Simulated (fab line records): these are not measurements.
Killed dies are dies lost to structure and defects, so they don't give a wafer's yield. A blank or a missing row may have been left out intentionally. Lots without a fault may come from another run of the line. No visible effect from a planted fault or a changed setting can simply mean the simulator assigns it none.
Which tool was responsible? || flow sky130 || 30 wafers from 10 lots sampled at 5 of the route's 708 steps

WHAT THE GAUGES READ, wafer by wafer
SKY_POLY_GATE_THK_MEAS_01.
{"lot": "L343", "measured": "day 13 23:04", "on": "film-metro-03", "POLY_GATE_CVD_00_THK (nm)": "178.4 177.9 178.7"}
{"lot": "L346", "measured": "day 15 05:37", "on": "film-metro-01", "POLY_GATE_CVD_00_THK (nm)": "174.3 177.3 176.0"}
{"lot": "L349", "measured": "day 16 05:38", "on": "film-metro-03", "POLY_GATE_CVD_00_THK (nm)": "178.1 178.5 179.0"}
{"lot": "L350", "measured": "day 16 15:09", "on": "film-metro-01", "POLY_GATE_CVD_00_THK (nm)": "178.9 179.8 179.0"}
{"lot": "L352", "measured": "day 17 02:47", "on": "film-metro-04", "POLY_GATE_CVD_00_THK (nm)": "180.9 180.8 180.2"}
{"lot": "L355", "measured": "day 18 02:34", "on": "film-metro-03", "POLY_GATE_CVD_00_THK (nm)": "147.0 146.3 147.7"}
{"lot": "L363", "measured": "day 21 02:53", "on": "film-metro-03", "POLY_GATE_CVD_00_THK (nm)": "180.4 180.9 182.6"}
{"lot": "L364", "measured": "day 21 05:53", "on": "film-metro-03", "POLY_GATE_CVD_00_THK (nm)": "181.9 182.4 182.6"}
{"lot": "L365", "measured": "day 21 20:07", "on": "film-metro-04", "POLY_GATE_CVD_00_THK (nm)": "180.4 178.7 179.8"}
{"lot": "L366", "measured": "day 22 01:05", "on": "film-metro-03", "POLY_GATE_CVD_00_THK (nm)": "179.9 179.8 179.9"}

SKY_VIA3_CD_MEAS_12 targets a cd of 200 nm.
{"lot": "L343", "measured": "day 39 13:25", "on": "cd-sem-02", "cd-nm (nm)": "201.1 201.3 201.8"}
{"lot": "L346", "measured": "day 40 16:50", "on": "cd-sem-01", "cd-nm (nm)": "199.2 197.9 201.0"}
{"lot": "L349", "measured": "day 41 17:28", "on": "cd-sem-02", "cd-nm (nm)": "200.8 200.6 200.6"}
{"lot": "L350", "measured": "day 41 22:04", "on": "cd-sem-01", "cd-nm (nm)": "201.4 201.1 202.7"}
{"lot": "L352", "measured": "day 42 10:26", "on": "cd-sem-02", "cd-nm (nm)": "199.1 199.9 199.8"}
{"lot": "L355", "measured": "day 43 03:41", "on": "cd-sem-02", "cd-nm (nm)": "201.0 199.7 200.6"}
{"lot": "L363", "measured": "day 45 08:28", "on": "cd-sem-01", "cd-nm (nm)": "197.8 197.9 199.7"}
{"lot": "L364", "measured": "day 45 09:55", "on": "cd-sem-02", "cd-nm (nm)": "201.1 200.3 201.1"}
{"lot": "L365", "measured": "day 45 18:05", "on": "cd-sem-01", "cd-nm (nm)": "198.6 200.5 199.1"}
{"lot": "L366", "measured": "day 45 23:08", "on": "cd-sem-01", "cd-nm (nm)": "201.9 201.8 202.9"}

WHICH TOOL RAN EACH LOT (tool, then ch and the chambers of the sampled wafers, then the start)
{"lot": "L343", "SKY_POLY_GATE_CVD_00": "lpcvd-01 ch 1, day 13 21:52", "SKY_POLY_GATE_ETCH_17": "rie-si-01 ch 1,3, day 16 05:13", "SKY_METAL3_SPUTTER_02": "pvd-sputter-01, day 36 07:08"}
{"lot": "L346", "SKY_POLY_GATE_CVD_00": "lpcvd-01 ch 0, day 15 04:24", "SKY_POLY_GATE_ETCH_17": "rie-si-01 ch 2,3, day 17 16:18", "SKY_METAL3_SPUTTER_02": "pvd-sputter-01, day 37 13:49"}
{"lot": "L349", "SKY_POLY_GATE_CVD_00": "lpcvd-01 ch 1, day 16 04:25", "SKY_POLY_GATE_ETCH_17": "rie-si-01 ch 2,3, day 18 19:36", "SKY_METAL3_SPUTTER_02": "pvd-sputter-02, day 38 13:20"}
{"lot": "L350", "SKY_POLY_GATE_CVD_00": "lpcvd-01 ch 0, day 16 13:21", "SKY_POLY_GATE_ETCH_17": "rie-si-02 ch 0,2,3, day 19 05:09", "SKY_METAL3_SPUTTER_02": "pvd-sputter-02, day 38 18:35"}
{"lot": "L352", "SKY_POLY_GATE_CVD_00": "lpcvd-01 ch 0, day 17 01:34", "SKY_POLY_GATE_ETCH_17": "rie-si-02 ch 0,2,3, day 19 17:38", "SKY_METAL3_SPUTTER_02": "pvd-sputter-04, day 39 06:48"}
{"lot": "L355", "SKY_POLY_GATE_CVD_00": "lpcvd-01 ch 0, day 18 01:22", "SKY_POLY_GATE_ETCH_17": "rie-si-01 ch 1,2,3, day 20 18:30", "SKY_METAL3_SPUTTER_02": "pvd-sputter-01, day 40 02:16"}
{"lot": "L363", "SKY_POLY_GATE_CVD_00": "lpcvd-01 ch 0, day 21 01:41", "SKY_POLY_GATE_ETCH_17": "rie-si-01 ch 0,2, day 23 19:14", "SKY_METAL3_SPUTTER_02": "pvd-sputter-02, day 42 11:07"}
{"lot": "L364", "SKY_POLY_GATE_CVD_00": "lpcvd-01 ch 1, day 21 04:40", "SKY_POLY_GATE_ETCH_17": "rie-si-02 ch 0,2, day 24 00:39", "SKY_METAL3_SPUTTER_02": "pvd-sputter-04, day 42 12:37"}
{"lot": "L365", "SKY_POLY_GATE_CVD_00": "lpcvd-01 ch 1, day 21 18:54", "SKY_POLY_GATE_ETCH_17": "rie-si-01 ch 0,2,3, day 24 12:52", "SKY_METAL3_SPUTTER_02": "pvd-sputter-02, day 42 21:29"}
{"lot": "L366", "SKY_POLY_GATE_CVD_00": "lpcvd-01 ch 1, day 21 23:53", "SKY_POLY_GATE_ETCH_17": "rie-si-02 ch 0,2,3, day 24 16:48", "SKY_METAL3_SPUTTER_02": "pvd-sputter-02, day 43 00:57"}
- SKY_POLY_GATE_CVD_00: deposits poly-Si, target thk 180 nm, time 720 s.
- SKY_POLY_GATE_ETCH_17: etches poly-Si in HBr/Cl2, stops on SiO2, target depth 180 nm, time 70.5 s.
- SKY_METAL3_SPUTTER_02: material AlCu, target thk 735 nm, time 39.1 s.

WHAT THE TOOLS THEMSELVES READ (means of the sampled wafers that have a number; where no wafer has one, the mark that the record gives instead)
SKY_POLY_GATE_CVD_00.
{"lot": "L343", "tool": "lpcvd-01", "spike-tc-bottom-C (C)": 640.0, "spike-tc-centre-C (C)": 620.3, "spike-tc-lower-C (C)": 621.8, "spike-tc-top-C (C)": 637.0, "spike-tc-upper-C (C)": 620.0, "susceptor-temp-C (C)": 620.09}
{"lot": "L346", "tool": "lpcvd-01", "spike-tc-bottom-C (C)": 642.9, "spike-tc-centre-C (C)": 620.0, "spike-tc-lower-C (C)": 620.6, "spike-tc-top-C (C)": 640.7, "spike-tc-upper-C (C)": 620.4, "susceptor-temp-C (C)": 620.29}
{"lot": "L349", "tool": "lpcvd-01", "spike-tc-bottom-C (C)": 641.2, "spike-tc-centre-C (C)": 621.4, "spike-tc-lower-C (C)": 621.3, "spike-tc-top-C (C)": 637.8, "spike-tc-upper-C (C)": 620.5, "susceptor-temp-C (C)": 619.60}
{"lot": "L350", "tool": "lpcvd-01", "spike-tc-bottom-C (C)": 642.6, "spike-tc-centre-C (C)": 620.3, "spike-tc-lower-C (C)": 621.6, "spike-tc-top-C (C)": 640.1, "spike-tc-upper-C (C)": 620.1, "susceptor-temp-C (C)": 619.75}
{"lot": "L352", "tool": "lpcvd-01", "spike-tc-bottom-C (C)": 642.3, "spike-tc-centre-C (C)": 620.6, "spike-tc-lower-C (C)": 620.7, "spike-tc-top-C (C)": 639.9, "spike-tc-upper-C (C)": 620.8, "susceptor-temp-C (C)": 619.96}
{"lot": "L355", "tool": "lpcvd-01", "spike-tc-bottom-C (C)": 634.4, "spike-tc-centre-C (C)": 611.3, "spike-tc-lower-C (C)": 612.9, "spike-tc-top-C (C)": 631.0, "spike-tc-upper-C (C)": 611.5, "susceptor-temp-C (C)": 619.71}
{"lot": "L363", "tool": "lpcvd-01", "spike-tc-bottom-C (C)": 642.2, "spike-tc-centre-C (C)": 621.0, "spike-tc-lower-C (C)": 621.3, "spike-tc-top-C (C)": 640.9, "spike-tc-upper-C (C)": 619.7, "susceptor-temp-C (C)": 620.02}
{"lot": "L364", "tool": "lpcvd-01", "spike-tc-bottom-C (C)": 639.5, "spike-tc-centre-C (C)": 619.9, "spike-tc-lower-C (C)": 621.5, "spike-tc-top-C (C)": 637.1, "spike-tc-upper-C (C)": 620.7, "susceptor-temp-C (C)": 620.08}
{"lot": "L365", "tool": "lpcvd-01", "spike-tc-bottom-C (C)": 641.0, "spike-tc-centre-C (C)": 620.1, "spike-tc-lower-C (C)": 620.9, "spike-tc-top-C (C)": 636.8, "spike-tc-upper-C (C)": 620.5, "susceptor-temp-C (C)": 619.96}
{"lot": "L366", "tool": "lpcvd-01", "spike-tc-bottom-C (C)": 641.8, "spike-tc-centre-C (C)": 619.3, "spike-tc-lower-C (C)": 622.3, "spike-tc-top-C (C)": 637.1, "spike-tc-upper-C (C)": 620.2, "susceptor-temp-C (C)": 620.34}

SKY_POLY_GATE_ETCH_17.
{"lot": "L343", "tool": "rie-si-01", "drypump-motor-current-A (A)": 6.0, "oes-product-au (a.u.)": 0.983, "throttle-valve-pct (%)": 33.683}
{"lot": "L346", "tool": "rie-si-01", "drypump-motor-current-A (A)": 5.8, "oes-product-au (a.u.)": 0.976, "throttle-valve-pct (%)": 33.680}
{"lot": "L349", "tool": "rie-si-01", "drypump-motor-current-A (A)": 5.9, "oes-product-au (a.u.)": 0.984, "throttle-valve-pct (%)": 33.684}
{"lot": "L350", "tool": "rie-si-02", "drypump-motor-current-A (A)": 5.9, "oes-product-au (a.u.)": 0.977, "throttle-valve-pct (%)": 33.693}
{"lot": "L352", "tool": "rie-si-02", "drypump-motor-current-A (A)": 5.9, "oes-product-au (a.u.)": 0.983, "throttle-valve-pct (%)": 33.681}
{"lot": "L355", "tool": "rie-si-01", "drypump-motor-current-A (A)": 5.8, "oes-product-au (a.u.)": 0.861, "throttle-valve-pct (%)": 33.679}
{"lot": "L363", "tool": "rie-si-01", "drypump-motor-current-A (A)": 5.4, "oes-product-au (a.u.)": 0.989, "throttle-valve-pct (%)": 33.681}
{"lot": "L364", "tool": "rie-si-02", "drypump-motor-current-A (A)": 5.8, "oes-product-au (a.u.)": 0.984, "throttle-valve-pct (%)": 33.682}
{"lot": "L365", "tool": "rie-si-01", "drypump-motor-current-A (A)": 5.7, "oes-product-au (a.u.)": 0.988, "throttle-valve-pct (%)": 33.678}
{"lot": "L366", "tool": "rie-si-02", "drypump-motor-current-A (A)": 5.9, "oes-product-au (a.u.)": 0.985, "throttle-valve-pct (%)": 33.685}

SKY_METAL3_SPUTTER_02.
{"lot": "L343", "tool": "pvd-sputter-01", "throttle-valve-pct (%)": 30.7}
{"lot": "L346", "tool": "pvd-sputter-01", "throttle-valve-pct (%)": 30.7}
{"lot": "L349", "tool": "pvd-sputter-02", "throttle-valve-pct (%)": 30.2}
{"lot": "L350", "tool": "pvd-sputter-02", "throttle-valve-pct (%)": 29.7}
{"lot": "L352", "tool": "pvd-sputter-04", "throttle-valve-pct (%)": 29.5}
{"lot": "L355", "tool": "pvd-sputter-01", "throttle-valve-pct (%)": 30.8}
{"lot": "L363", "tool": "pvd-sputter-02", "throttle-valve-pct (%)": 28.5}
{"lot": "L364", "tool": "pvd-sputter-04", "throttle-valve-pct (%)": 31.4}
{"lot": "L365", "tool": "pvd-sputter-02", "throttle-valve-pct (%)": 29.7}
{"lot": "L366", "tool": "pvd-sputter-02", "throttle-valve-pct (%)": 29.8}

THE ANSWER, worked out from the rows above alone
Rule: the usual values come from the lots themselves. Put in order of their means at a reading, lots are off if they are a third of the lots or fewer, leave a main group of 4 or more, and stand apart from it by a gap of 3 or more times the standard deviation of the main group's means; of several such gaps the widest counts. A main group whose means are all the same, to the digits that the tables above print for the reading, isn't used. Also off: a lot with no number at a reading for which 4 or more lots have one. Where the step has rows for the other lots, those lots are counted as sound. First the gauges in route order, then the tools' own readings, where a lot's mean is used as printed above. At the first step where some lot is off, the reading lying furthest off is the one used; lots without a number count as furthest.
Off: at SKY_POLY_GATE_THK_MEAS_01 (POLY_GATE_CVD_00_THK), L355. The main group has a mean of 179.5 nm with a standard deviation of 1.8.
A tool fits if, at a process step before that reading, it ran every lot that is off, and no sound lot after the first of them. The gauges at SKY_POLY_GATE_THK_MEAS_01 aren't tried: what is off there is off at SKY_POLY_GATE_CVD_00 too, on other tools, and a gauge's error can't cause that. Not one of the candidates tried fits.

WHAT THE SIMULATOR HAD PUT IN
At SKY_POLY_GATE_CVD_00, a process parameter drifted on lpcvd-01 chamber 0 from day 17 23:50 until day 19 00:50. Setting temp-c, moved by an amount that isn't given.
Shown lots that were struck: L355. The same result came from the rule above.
